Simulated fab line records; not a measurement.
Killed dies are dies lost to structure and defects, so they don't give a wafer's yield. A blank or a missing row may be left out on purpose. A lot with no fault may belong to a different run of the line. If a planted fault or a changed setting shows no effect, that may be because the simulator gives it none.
Code-filled problem report in 8D (eight disciplines) form ; flow gf180mcu ; the parts of the form that need people (team, actions taken, sign-off) are left out

== 1. WHAT IS WRONG ==
heaterPowerTotalW at GF_V3_PEB_12 reads a mean of 86.47 W on 6 wafers of 2 lots; wafers without a fault read 85.69 W with a standard deviation of 0.089. Relative to the usual mean, that is a shift of +8.7 standard deviations.
The step: peb time 90 s.
First observed at day 28 23:04: wafer L683.1, on lithoTrack-03. The record has a number at this step for 33 wafers belonging to 11 lots. Rule for "out", or "out of limits": more than 4 standard deviations from the usual mean. All remaining wafers that have a number are taken as sound.

== 2. WHAT IT IS, AND WHAT IT ISN'T ==
question;is;is not
which readings at this step;heaterPowerTotalW, plateTempC;chillPlateTempC, resistLineTempC
which lots;L683, L684;L664, L667, L670, L671, L672, L673, L682, L685, L686
which wafers of those lots;all that have a number;-
read on which tools;lithoTrack-03;lithoTrack-01, lithoTrack-04
when;from day 28 23:04;"up to then (21 sound wafers); but 6 sound wafers of L685, L686 came after"

== 3. WHAT RULES OUT EACH SUSPECT ==
Counting: a tool stays on the suspect list if, at a process step up to the reading, it processed all lots that are out and no sound lot following the first of them.
- lithoTrack-03 at GF_V3_PEB_12 (peb time 90 s): kept. It ran every lot that is out, first L683 (day 28 23:04), and no sound lot after that; its last sound lot up to then is L682 (day 28 07:53). Its own readings are out on those wafers: heaterPowerTotalW, plateTempC.
Remaining after the count: lithoTrack-03 at GF_V3_PEB_12.

== 4. THE CAUSE (what the simulator had put in) ==
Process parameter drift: lithoTrack-03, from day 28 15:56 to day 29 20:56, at GF_V3_PEB_12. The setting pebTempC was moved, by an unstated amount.
This tool alone remained once counting was done.

== 5. THE EFFECT CHAIN, in route order ==
Rows list readings where the struck wafers' mean (over those with a number) sits beyond 3 standard deviations from the usual. Scope: only readings with a usual standard deviation given in the record; hours: median across lots of the time from each lot's start at the first step in this table that gives one to its start at this step; sigmas: change in usual standard deviations.
hours;step;reading;usual;on struck wafers;change;sigmas
0;GF_V3_PEB_12;heaterPowerTotalW;85.69 W;86.47;+0.78;+8.7
0;GF_V3_PEB_12;plateTempC;135.04 C;136.02;+0.98;+7.5
Process steps it contains:
- GF_V3_PEB_12: peb time 90 s.
Later steps that measure or inspect, where all struck wafers having a row at the step show a number for every such reading and not one has moved that far: GF_V3_CD_MEAS_14.

== 6. HOW IT WOULD HAVE BEEN CAUGHT EARLIER ==
7 hours passed between the start of the fault at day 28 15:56 and the first reading out of limits in this record, taken at day 28 23:04.
